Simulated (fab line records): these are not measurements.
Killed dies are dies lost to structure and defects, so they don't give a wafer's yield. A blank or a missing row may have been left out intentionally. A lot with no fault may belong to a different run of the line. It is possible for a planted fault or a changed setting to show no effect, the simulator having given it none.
The tool behind it: which one? | flow gf180mcu | 7 lots, 20 wafers sampled, at 4 steps of a route of 602

## WHAT EACH GAUGE READ, for each wafer
GF_M1_THK_MEAS_06: measures by xrf.
lot  | measured     | on            | M1_ALCU_THK (nm)
L149 | day 16 17:49 | film metro-02 | 448 451 444
L151 | day 17 08:46 | film metro-04 | 448 457 451
L153 | day 18 06:46 | film metro-04 | 458 463 454
L156 | day 19 09:31 | film metro-02 | 444 452 449
L159 | day 20 09:13 | film metro-01 | 447 456 455
L162 | day 21 09:34 | film metro-01 | 448 457 447
L165 | day 22 19:07 | film metro-02 | 455

## WHAT TOOL EACH LOT RAN ON (gives the tool, then ch and the chambers of the sampled wafers, and finally the start)
lot  | GF_SAB_ETCH_11                     | GF_CONTACT_CMP_27             | GF_M1_SPUTTER_04
L149 | rie diel-02 ch 2,3, day 15 16:05   | cmp-02 ch 2,3, day 16 17:13   | pvd sputter-04, day 16 17:39
L151 | rie diel-03 ch 0,1,2, day 16 06:16 | cmp-01 ch 0,1,3, day 17 08:17 | pvd sputter-02, day 17 08:37
L153 | rie diel-02 ch 1,2,3, day 17 04:23 | cmp-01 ch 0,1, day 18 06:08   | pvd sputter-04, day 18 06:37
L156 | rie diel-02 ch 0,1,2, day 18 05:55 | cmp-02 ch 0,1,3, day 19 08:52 | pvd sputter-04, day 19 09:21
L159 | rie diel-01 ch 1,2,3, day 19 05:38 | cmp-02 ch 1,3, day 20 08:37   | pvd sputter-04, day 20 09:02
L162 | rie diel-03 ch 0,2,3, day 20 06:01 | cmp-01 ch 0,3, day 21 08:58   | pvd sputter-01, day 21 09:24
L165 | rie diel-03 ch 1,2, day 21 16:35   | cmp-01 ch 0,2, day 22 18:31   | pvd sputter-01, day 22 18:56
- GF_SAB_ETCH_11: etches SiO2 in C4F8/O2/Ar, target depth 55 nm, time 8.5 s.
- GF_CONTACT_CMP_27: polishes, stops on SiO2, t overpolish 15 s, target thk 0 nm.
- GF_M1_SPUTTER_04: material TiN, target thk 50 nm, time 41.7 s.

## THE ANSWER, worked out from the rows above alone
Rule: what is usual is taken from the lots themselves. The widest of any qualifying gaps counts: lots, ordered by their means at a reading, are off when they make up no more than a third of the lots, leave a main group of 4 or more, and stand apart from it by 3 or more times the standard deviation of that group's means. Not used: any main group whose means are identical at the precision the tables above print for the reading. A lot without any number at a reading at which 4 lots or more have one is off too. Any other lot the step has rows for is counted as sound.
No lot is off on any of the readings shown, so nothing can be concluded from this.

## WHAT WAS PUT IN BY THE SIMULATOR
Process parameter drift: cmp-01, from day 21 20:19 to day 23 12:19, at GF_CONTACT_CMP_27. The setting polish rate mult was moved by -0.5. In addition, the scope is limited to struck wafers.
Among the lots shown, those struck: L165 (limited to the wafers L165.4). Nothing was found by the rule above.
